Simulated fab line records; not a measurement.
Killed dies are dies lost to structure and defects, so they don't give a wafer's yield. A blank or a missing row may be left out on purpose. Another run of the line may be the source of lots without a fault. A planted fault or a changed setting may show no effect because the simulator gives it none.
Chamber matching	flow gf180mcu	cmp-01 running GF_CONTACT_CMP_04: 4 sister chambers
The step polishes SiO2. 15 wafers are shown with their chamber, then 7 later ones without.

## WAFERS, EACH WITH ITS CHAMBER
wafer	chamber	motorCurrentA (A)	timeToEndpointS (s)
L114.2	2	11.8	97
L114.3	3	14.0	103
L114.4	1	9.7	113
L116.3	0	12.1	108
L116.4	3	13.7	112
L116.6	3	13.6	109
L117.2	0	12.2	102
L117.5	1	10.0	113
L117.6	0	12.6	112
L118.1	0	12.5	107
L118.4	2	11.9	109
L118.6	0	12.4	106
L123.1	1	9.1	117
L123.4	0	12.2	114
L123.6	1	9.8	119

SIGNATURES (means of the wafers above)
reading	chamber 0	chamber 1	chamber 2	chamber 3	scatter within a chamber
motorCurrentA	12.333	9.650	11.850	13.767	0.258
timeToEndpointS	108.17	115.50	103.00	108.00	4.61
Rule: for each reading, subtract the chamber's mean from the wafer's reading, divide by that reading's scatter and square the result; add these up over the readings and take the root, which gives the wafer's distance from the chamber. If the next closest chamber is less than 2 further off than the closest, the wafer can't be placed; otherwise it belongs to the closest. The scatter: the root of (the sum of the squares of (reading less its chamber's mean) over the shown wafers, divided by (wafers less chambers)).

## WAFERS MISSING THEIR CHAMBER
wafer	motorCurrentA (A)	timeToEndpointS (s)
L124.3	9.7	113
L124.4	11.2	108
L124.5	11.4	112
L130.1	9.7	137
L130.2	12.4	131
L130.6	10.4	135
L131.1	11.7	131

## CHAMBER TAKEN BY EACH
wafer	from the rows above	in truth
L124.3	1	1
L124.4	can't be placed: 2 or 0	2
L124.5	can't be placed: 2 or 0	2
L130.1	1	1
L130.2	can't be placed: 0 or 2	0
L130.6	1	1
L131.1	can't be placed: 0 or 2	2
Correctly placed: 3 of 7. From these rows, 4 cannot be placed; in 4 the true chamber is one of the candidates. Number placed wrongly: 0.
